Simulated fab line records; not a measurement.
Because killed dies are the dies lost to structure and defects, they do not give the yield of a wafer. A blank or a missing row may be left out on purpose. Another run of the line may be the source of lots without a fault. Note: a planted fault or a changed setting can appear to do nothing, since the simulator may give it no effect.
Struck lot and sound lot, side by side :: flow sky130 :: 14 out of 708 route steps
Sound: wafers L622.2, L622.5, L622.6. Wafers L632.3, L632.4, L632.6 were the ones struck. Last of all comes the cause.
Per side, at each step with rows, come the tool, then ch with its chambers, and then its first start. Under that, the readings that differ: sound wafers :: struck wafers :: difference of the means :: sigmas: that difference in standard deviations of wafers without a fault.
alike: readings whose means differ by less than 2 such deviations, and words and numbers that are the same on both sides. not compared: withheld readings, readings that some wafer has no value for, bounds like >300 that may hide the same value, and numbers for which the record gives no deviation and whose values overlap.
The two part at a step that has a row with sigmas, a row that says differs or no value, or rows on one side only. Numbers that don't overlap but have no deviation are shown without sigmas and don't part them. A reading missing from all wafers of one side parts the sides only when that side holds two or more wafers.

SKY_NWELL_TW_MEAS_26:
  sound on film_metro-04, day 7 05:49; struck on film_metro-03, day 10 01:57
  alike: NWELL_2_TW
then, 1 step without rows for these wafers: SKY_NWELL_CLEAN_27 (cleans in SC1/SC2, time 150 s).
SKY_NWELL_RTA_28: time 30 s.
  sound on rtp_anneal-02 ch 0, day 7 05:56; struck on rtp_anneal-01 ch 0, day 10 02:05
  alike: anneal_temp_c_max, lamp_power_pct, wafer_temp_C_max
SKY_NWELL_RS_MEAS_29: measurement is done with a four-point probe.
  sound on film_metro-04, day 7 06:02; struck on film_metro-01, day 10 02:11
  alike: NWELL_RS
SKY_NWELL_RS_MEAS_31: measurement is done with a four-point probe.
  sound on film_metro-04, day 7 06:16; struck on film_metro-01, day 10 02:25
  alike: PWDE_RS
then, 6 steps without rows for these wafers: SKY_VT_ADJUST_HVTP_DEHYDRATE_00 (time 60 s); SKY_VT_ADJUST_HVTP_HMDS_01 (prime time 60 s); SKY_VT_ADJUST_HVTP_COAT_02 (resist thk 1140 nm); SKY_VT_ADJUST_HVTP_SOFTBAKE_03 (time 60 s); SKY_VT_ADJUST_HVTP_EXPOSE_04 (exposes mask HVTPM, target cd 380 nm); SKY_VT_ADJUST_HVTP_PEB_05.
SKY_VT_ADJUST_HVTP_DEVELOP_06: develop time 60 s.
  sound on litho_track-03 ch 0, day 8 01:51; struck on litho_track-03 ch 0, day 11 01:17
reading: developer_temp_C (C)
sound: 22.98 23.17 22.94
struck: 21.83 22.08 22.00
difference: -1.06
sigmas: -11
SKY_VT_ADJUST_HVTP_CD_MEAS_07: target cd 380 nm.
  sound on cd_sem-01, day 8 02:00; struck on cd_sem-02, day 11 01:25
  alike: cd_nm
-- record jumps: 39 days separate the struck wafers' starts on either side; left off in module VT_ADJUST_HVTP, taken up again in module PAD_OPEN, whose first shown step is the route's number 708 --
SKY_PAD_OPEN_PROBE_99:
  sound on prober-02, day 47 16:35; struck on prober-02, day 50 05:11
reading: killed_at_front_end
sound: 21 16 20
struck: 10 8 13
difference: -9
sigmas: -2

reading: killed_at_other
sound: 0 0 0
struck: 2 1 1
difference: +1
sigmas: +2
  alike: killed_at_M0_to_M3, killed_at_M4_up, killed_at_contacts, killed_dies, killed_open, killed_short

WHERE THEY PART
At SKY_VT_ADJUST_HVTP_DEVELOP_06 first; at SKY_PAD_OPEN_PROBE_99 last (within this record only).

WHY: whatever the simulator had introduced
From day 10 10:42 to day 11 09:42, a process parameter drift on litho_track-03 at SKY_VT_ADJUST_HVTP_DEVELOP_06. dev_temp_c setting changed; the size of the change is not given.
